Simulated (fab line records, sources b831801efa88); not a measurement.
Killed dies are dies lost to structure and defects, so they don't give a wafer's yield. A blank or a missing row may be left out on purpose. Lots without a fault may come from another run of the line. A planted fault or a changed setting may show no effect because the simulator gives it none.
fab line records | flow sky130
record lots=11 wafers=33 last_day=52
route steps=708 shown VIA2@509 METAL3@534 PAD_OPEN@708
lots that met no fault: from a run of the same line without faults
start_h: hours from the record's first day to the start of the lot's first wafer shown | wait_h: hours since the lot's step before | " the same as in the row above | L1.1+2: a row that stands for several wafers | - no value, or no start given | * or withheld: withheld | < > ~ a bound
route shown NAME@n: a module of which the file shows steps, and the number in the route of the first | usual: mean/standard deviation of fault-free wafers | same: alike in all rows | chamber/n: place in a boat | sites: the reading at each site | _std_site: their standard deviation | _edge_site: outer sites' mean less inner sites' | radius_mm: how far each site lies from the wafer's centre | mask NAME#n: copy n | behind: the tool/chamber that last shaped the wafer | hold: why the lot was held/for how many hours/how that ended | device: the transistor (n, p or np) that didn't switch | end of line: the same wafers' tests at the end of the route | a step without rows: its recipe alone | killed: dies lost to structure and defects at the first sort, not the wafer's yield | map: a wafer's dies, x killed, . not, _ none there
set.NAME: the setting as run; set.NAME@STEP: as run at that earlier step | model.NAME: the simulator's own value behind a step, which no gauge read
steps of the route over a sample of lots; a table a step, a row a wafer
services: from which hour (start_h, from the record's first day; less than 0 if before it) a tool's chamber was out of use, for how many hours, and why
## steps
# step SKY_VIA2_CMP_02
# recipe material=SiO2 down_force_psi=4 platen_rpm=60 pad_velocity_m_s=0.94248
# usual motor_current_A=11.5/1.1 slurry_filter_dp_kPa=13.51/0.14
# columns lot.wafer tool chamber start_h wait_h motor_current_A slurry_filter_dp_kPa
L290.4 cmp-02 1 871.80 0.2 12.1 13.64
L290.5 " 2 " " 11.4 13.55
L290.6 " 3 " " 10.7 13.59
L292.4 cmp-02 2 893.51 0.0 11.2 13.71
L292.6 " 2 " " 11.4 13.56
L292.5 " 3 " " 11.8 13.49
L293.4 cmp-02 1 899.33 0.1 11.8 13.52
L293.3 " 2 " " 11.0 13.43
L293.1 " 3 " " 11.3 13.50
L295.1 cmp-01 2 914.17 0.2 10.3 13.65
L295.2 " 1 " " 13.3 13.57
L295.6 " 2 " " 10.1 13.52
L299.1 cmp-02 1 951.48 0.1 11.4 13.35
L299.3 " 2 " " 10.9 13.45
L299.4 " 3 " " 10.4 13.47
L301.4 cmp-01 1 964.44 0.3 13.3 13.45
L301.5 " 0 " " 10.6 13.76
L301.6 " 1 " " 12.4 13.54
L303.1 cmp-01 3 973.96 0.1 13.1 13.65
L303.4 " 1 " " 11.9 13.59
L303.6 " 3 " " 13.5 13.34
L304.2 cmp-02 0 987.00 0.0 10.7 13.55
L304.1 " 1 " " 11.2 13.23
L304.6 " 1 " " 12.0 13.31
L307.2 cmp-01 3 1005.56 0.1 13.3 13.52
L307.1 " 0 " " 10.9 13.36
L307.5 " 1 " " 13.1 13.55
L308.1 cmp-01 3 1011.22 0.1 14.0 13.50
L308.4 " 0 " " 10.9 13.75
L308.5 " 0 " " 10.8 13.51
L311.1 cmp-02 3 1029.17 0.2 11.5 13.45
L311.3 " 0 " " 10.6 13.45
L311.6 " 3 " " 12.0 13.54
# step SKY_VIA2_ETCH_14
# recipe chemistry=N2/H2 target=BARC ion_energy_ev=200 source_w=500 bias_w=100 pressure_mtorr=30 n2_flow_sccm=100 h2_flow_sccm=200 stop_on=SiO2 time_s=45.9 target_depth_a=600
# usual bias_w=100.0/0.3 drypump_motor_current_A=5.8/0.34 oes_product_au=0.855/0.0051 throttle_valve_pct=13.225/0.0087
# columns lot.wafer tool chamber start_h wait_h bias_w drypump_motor_current_A oes_product_au rf_hours_counter_h throttle_valve_pct
L290.4 rie_diel-02 1 901.10 0.0 100.2 5.3 0.847 19 13.238
L290.5 " 0 " " 100.0 5.5 0.844 - 13.207
L290.6 " 3 " " 100.3 5.4 0.851 - 13.234
L292.4 rie_diel-04 3 923.70 0.0 99.2 6.2 0.858 12 13.232
L292.5 " 1 " " 100.4 6.3 0.855 - 13.233
L292.6 " 2 " " 99.6 5.7 0.861 - 13.237
L293.1 rie_diel-02 2 929.80 0.0 100.4 6.2 0.853 7 13.221
L293.3 " 3 " " 100.0 5.5 0.858 20 13.220
L293.4 " 0 " " 99.7 5.5 0.857 2 13.225
L295.1 rie_diel-02 2 944.00 0.0 99.6 6.2 0.859 8 13.228
L295.2 " 0 " " 99.4 5.5 0.856 2 13.218
L295.6 " 1 " " 99.9 5.4 0.852 - 13.220
L299.1 rie_diel-03 0 978.80 0.0 100.2 5.7 0.848 9 13.213
L299.3 " 2 " " 99.5 5.6 0.853 9 13.235
L299.4 " 3 " " 100.2 5.9 0.851 7 13.222
L301.4 rie_diel-04 1 990.55 0.0 100.3 6.3 0.855 17 13.236
L301.5 " 2 " " 99.9 5.7 0.858 - 13.204
L301.6 " 3 " " 100.3 6.2 0.858 - 13.211
L303.1 rie_diel-02 3 999.41 0.0 100.2 5.5 0.857 21 13.222
L303.4 " 0 " " 99.9 5.5 0.866 4 13.228
L303.6 " 1 " " 99.8 5.4 0.848 - 13.230
L304.1 rie_diel-02 1 1010.60 0.0 100.0 5.4 0.847 22 13.219
L304.2 " 2 " " 99.9 6.2 0.861 10 13.247
L304.6 " 2 " " 99.6 6.2 0.866 - 13.232
L307.1 rie_diel-04 1 1029.75 0.0 100.1 6.3 0.856 18 13.243
L307.2 " 3 " " 99.9 6.2 0.852 15 13.214
L307.5 " 3 " " 99.9 6.1 0.854 - 13.232
L308.1 rie_diel-02 3 1035.40 0.0 100.2 5.5 0.855 22 13.215
L308.4 " 0 " " 99.8 5.5 0.853 6 13.211
L308.5 " 1 " " 99.8 5.4 0.851 - 13.229
L311.1 rie_diel-02 0 1052.60 0.0 99.4 5.5 0.856 6 13.213
L311.3 " 1 " " 100.1 5.3 0.860 24 13.223
L311.6 " 1 " " 99.8 5.4 0.859 - 13.240
# step SKY_VIA2_RS_MEAS_22
# recipe thk_meas_gauge=four-point-probe reads=W_of_VIA2_CVD_21+TiN_of_VIA2_SPUTTER_20
# usual VIA2_W_RS=0.273/0.0047
# columns lot.wafer tool chamber start_h wait_h VIA2_W_RS[ohm/sq]
L290.4 film_metro-02 - 902.05 0.1 0.268
L290.5 " - " " 0.272
L290.6 " - " " 0.282
L292.4 film_metro-03 - 924.69 0.1 0.265
L292.5 " - " " 0.278
L292.6 " - " " 0.265
L293.1 film_metro-02 - 930.77 0.1 0.271
L293.3 " - " " 0.271
L293.4 " - " " 0.274
L295.1 film_metro-01 - 944.89 0.1 0.282
L295.2 " - " " 0.268
L295.6 " - " " 0.278
L299.1 film_metro-01 - 979.69 0.1 0.273
L299.3 " - " " 0.274
L299.4 " - " " 0.277
L301.4 film_metro-01 - 991.54 0.1 0.268
L301.5 " - " " 0.263
L301.6 " - " " 0.275
L303.1 film_metro-01 - 1000.30 0.1 0.278
L303.4 " - " " 0.268
L303.6 " - " " 0.274
L304.1 film_metro-01 - 1011.49 0.1 0.270
L304.2 " - " " 0.277
L304.6 " - " " 0.270
L307.1 film_metro-02 - 1030.64 0.1 0.271
L307.2 " - " " 0.270
L307.5 " - " " 0.268
L308.1 film_metro-03 - 1036.33 0.1 0.278
L308.4 " - " " 0.277
L308.5 " - " " 0.278
L311.1 film_metro-03 - 1053.49 0.1 0.273
L311.3 " - " " 0.274
L311.6 " - " " 0.273
# step SKY_METAL3_SPUTTER_02
# recipe material=AlCu target_thk_nm=735 power_w=10600 time_s=39.1 chamber_pressure_pa=0.4
# usual cathode_dc_power_W=10600/2 throttle_valve_pct=30.0/0.89
# columns lot.wafer tool chamber start_h wait_h cathode_dc_power_W throttle_valve_pct
L290.4 pvd_sputter-01 - 902.94 0.0 10598 30.0
L290.5 " - " " 10600 29.3
L290.6 " - " " 10599 30.4
L292.4 pvd_sputter-04 - 925.16 0.0 10601 30.3
L292.5 " - " " 10599 29.3
L292.6 " - " " 10602 29.7
L293.1 pvd_sputter-04 - 931.30 0.0 10599 29.7
L293.3 " - " " 10601 31.2
L293.4 " - " " 10599 29.4
L295.1 pvd_sputter-01 - 945.42 0.0 10600 30.5
L295.2 " - " " 10599 29.4
L295.6 " - " " 10597 29.6
L299.1 pvd_sputter-04 - 980.22 0.0 10598 29.6
L299.3 " - " " 10602 31.2
L299.4 " - " " 10600 29.8
L301.4 pvd_sputter-04 - 992.01 0.0 10601 29.5
L301.5 " - " " 10602 29.8
L301.6 " - " " 10601 29.5
L303.1 pvd_sputter-04 - 1000.82 0.0 10053 31.2
L303.4 " - " " 10055 29.7
L303.6 " - " " 10054 29.9
L304.1 pvd_sputter-03 - 1012.02 0.0 10600 27.9
L304.2 " - " " 10601 29.9
L304.6 " - " " 10599 29.8
L307.1 pvd_sputter-04 - 1031.32 0.0 10052 29.7
L307.2 " - " " 10053 29.5
L307.5 " - " " 10052 31.0
L308.1 pvd_sputter-03 - 1036.86 0.0 10599 30.7
L308.4 " - " " 10599 30.8
L308.5 " - " " 10598 30.7
L311.1 pvd_sputter-03 - 1054.02 0.0 10599 30.6
L311.3 " - " " 10600 31.0
L311.6 " - " " 10600 30.1
# step SKY_METAL3_METAL_ETCH_18
# recipe target_depth_a=8450 stop_on=SiO2 over_etch_frac=0.3 time_s=183.1 chemistry=Cl2/BCl3 resist_sidewall_deg=88 pressure_mtorr=10 icp_w=900 bias_w=48.5 Cl2_flow_sccm=60 bcl3_flow_sccm=30
# usual bias_w=48.49/0.15 drypump_motor_current_A=5.9/0.3 oes_product_au=0.867/0.0068 throttle_valve_pct=22.264/0.0089
# columns lot.wafer tool chamber start_h wait_h bias_w drypump_motor_current_A oes_product_au rf_hours_counter_h throttle_valve_pct
L290.4 rie_metal-04 1 962.11 0.1 48.48 5.7 0.859 - 22.267
L290.5 " 1 " " 48.43 5.8 0.873 - 22.266
L290.6 " 0 " " 48.52 6.2 0.869 - 22.260
L292.4 rie_metal-01 1 981.36 0.1 48.69 6.1 0.866 - 22.253
L292.5 " 0 " " 48.44 5.2 0.852 - 22.274
L292.6 " 1 " " 48.60 6.1 0.856 - 22.262
L293.1 rie_metal-04 0 986.86 0.0 48.55 6.2 0.856 10 22.271
L293.3 " 1 " " 48.31 5.7 0.880 - 22.263
L293.4 " 0 " " 48.82 6.2 0.859 - 22.266
L295.1 rie_metal-01 1 999.40 0.0 48.33 6.1 0.866 16 22.263
L295.2 " 0 " " 48.38 5.2 0.868 13 22.277
L295.6 " 0 " " 48.19 5.2 0.866 - 22.281
L299.1 rie_metal-04 1 1029.60 0.0 48.41 5.7 0.851 20 22.261
L299.3 " 0 " " 48.53 6.2 0.862 - 22.261
L299.4 " 1 " " 48.29 5.7 0.862 - 22.260
L301.4 rie_metal-01 0 1040.66 0.1 48.43 5.2 0.860 - 22.268
L301.5 " 0 " " 48.45 5.2 0.871 - 22.263
L301.6 " 1 " " 48.51 6.1 0.858 - 22.279
L303.1 rie_metal-02 1 1050.00 0.0 48.35 6.1 0.842 15 22.267
L303.4 " 0 " " 48.45 5.8 0.836 - 22.258
L303.6 " 1 " " 48.39 6.1 0.832 - 22.263
L304.1 rie_metal-02 0 1060.00 0.0 48.67 5.8 0.862 12 22.272
L304.2 " 1 " " 48.72 6.1 0.866 16 22.256
L304.6 " 0 " " 48.43 5.8 0.875 - 22.257
L307.1 rie_metal-04 1 1077.46 0.0 48.52 5.7 0.843 23 22.278
L307.2 " 0 " " 48.68 6.2 0.844 16 22.273
L307.5 " 1 " " 48.59 5.7 0.846 - 22.260
L308.1 rie_metal-04 0 1084.26 0.0 48.64 6.1 0.870 16 22.241
L308.4 " 1 " " 48.50 5.7 0.873 - 22.261
L308.5 " 1 " " 48.40 5.7 0.872 - 22.265
L311.1 rie_metal-02 1 1099.30 0.0 48.22 6.1 0.872 18 22.245
L311.3 " 0 " " 48.21 5.8 0.866 - 22.260
L311.6 " 0 " " 48.30 5.8 0.867 - 22.264
# step SKY_PAD_OPEN_PROBE_99
# usual defect_limited_yield=82.5/1.9 killed_at_M0_to_M3=44/7.1 killed_at_M4_up=3.3/1.9 killed_at_contacts=24/5.3 killed_at_front_end=15/4.5 killed_at_other=0.3/0.55 killed_dies=86/9.5 killed_open=46/7.3 killed_short=39/6.4 sort_bin_3_pad_short=0.9/0.43 sort_bin_5_function=10.3/1.4 sort_bin_6_memory=6.3/1 sort_n_pass=406/9.5 sort_yield_pct=82.5/1.9
# same gross_dies=492 killed_at_back_side=0 sort_bin_4_leakage[%]=0 sort_bin_8_speed[%]=0
# columns lot.wafer tool chamber start_h wait_h defect_limited_yield[%] killed_at_M0_to_M3 killed_at_M4_up killed_at_contacts killed_at_front_end killed_at_other killed_dies killed_open killed_short sort_bin_3_pad_short[%] sort_bin_5_function[%] sort_bin_6_memory[%] sort_n_pass sort_yield_pct[%]
L301.4 prober-01 - 1198.26 0.2 81.9 40 3 35 11 0 89 52 36 0.2 11.2 6.7 403 81.9
L301.6 prober-01 - 1198.36 0.2 81.7 38 6 32 14 0 90 49 41 1.0 10.6 6.7 402 81.7
L303.1 prober-01 - 1204.64 0.1 83.9 38 2 21 18 0 79 37 42 1.8 9.6 4.7 413 83.9
L303.4 prober-01 - 1204.79 0.2 83.3 33 4 21 23 1 82 42 40 0.4 9.6 6.7 410 83.3
L303.6 prober-01 - 1204.89 0.2 85.6 41 2 16 12 0 71 38 33 0.4 8.9 5.1 421 85.6
# killed by level:class
L301.4 CONTACT:geometric_particle:open=16 LI_CONTACT:geometric_particle:open=10 VIA1:geometric_particle:short=9 VIA1:geometric_particle:open=8 VIA3:geometric_particle:open=8 FIELD_ISO:geometric_particle:short=4 LOCAL_INTERCONNECT:geometric_particle:short=4 CONTACT:geometric_particle:short=4
L301.6 LI_CONTACT:geometric_particle:open=13 CONTACT:geometric_particle:open=10 VIA1:geometric_particle:open=10 METAL2:geometric_particle:short=7 VIA1:geometric_particle:short=5 METAL4:geometric_particle:short=5 VIA2:geometric_particle:open=5 FIELD_ISO:geometric_particle:short=4
L303.1 FIELD_ISO:geometric_particle:short=8 CONTACT:geometric_particle:open=8 VIA1:geometric_particle:open=8 METAL1:geometric_particle:short=6 VIA3:geometric_particle:open=6 LI_CONTACT:geometric_particle:open=4 CONTACT:geometric_particle:short=4 VIA1:geometric_particle:short=4
L303.4 VIA1:geometric_particle:open=13 FIELD_ISO:geometric_particle:open=6 CONTACT:geometric_particle:short=6 CONTACT:geometric_particle:open=6 VIA3:geometric_particle:open=6 FIELD_ISO:geometric_particle:short=5 LOCAL_INTERCONNECT:geometric_particle:short=5 POLY_GATE:geometric_particle:short=4
L303.6 VIA1:geometric_particle:open=10 FIELD_ISO:geometric_particle:open=6 LI_CONTACT:geometric_particle:open=6 METAL2:geometric_particle:short=6 VIA2:geometric_particle:open=5 CONTACT:geometric_particle:open=4 METAL1:geometric_particle:short=4 FIELD_ISO:geometric_particle:short=3
## services
# columns tool chamber start_h hours kind
pvd_sputter-04 - 857.28 1.5 repair
rie_diel-02 - 859.71 0.4 repair
rie_diel-04 0 871.89 8.4 repair
cmp-01 - 885.71 1.0 repair
rie_metal-02 1 886.15 20.4 repair
pvd_sputter-04 - 888.79 5.0 repair
rie_diel-04 2 889.66 3.1 repair
rie_diel-02 2 892.22 7.5 repair
rie_metal-01 - 903.07 1.0 repair
cmp-02 - 912.25 4.0 pm
rie_metal-01 0 929.13 2.9 repair
rie_diel-02 3 943.43 16.5 repair
pvd_sputter-04 - 951.74 1.5 repair
cmp-02 - 963.54 2.3 repair
rie_metal-04 - 984.08 0.1 repair
pvd_sputter-03 - 995.65 5.8 repair
rie_diel-02 3 1004.32 8.2 repair
cmp-01 - 1015.03 1.7 repair
rie_diel-02 2 1015.94 8.9 repair
cmp-02 - 1016.83 10.2 pm
pvd_sputter-04 - 1024.35 2.1 repair
rie_diel-02 2 1046.80 9.8 repair
cmp-02 - 1050.87 0.5 repair
cmp-01 - 1084.26 4.0 pm
## key
first_sign step=SKY_METAL3_SPUTTER_02 reading=cathode_dc_power_W direction=down sigmas=99+ usual=10600 struck=10053
effect step=SKY_METAL3_METAL_ETCH_18 reading=oes_product_au direction=down sigmas=3.8 usual=0.867 struck=0.841
met_at SKY_METAL3_SPUTTER_02
struck_lots L303,L307
not_acting_at SKY_VIA2_CMP_02,SKY_VIA2_ETCH_14,SKY_VIA2_RS_MEAS_22
onset_between 992.01 1000.82
fault kind=process_parameter_drift tool=pvd_sputter-04 chamber=- onset_h=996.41 steps=SKY_METAL3_SPUTTER_02 channel=power_w offset=* shape=step end_h=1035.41 acts_in=* stated=*
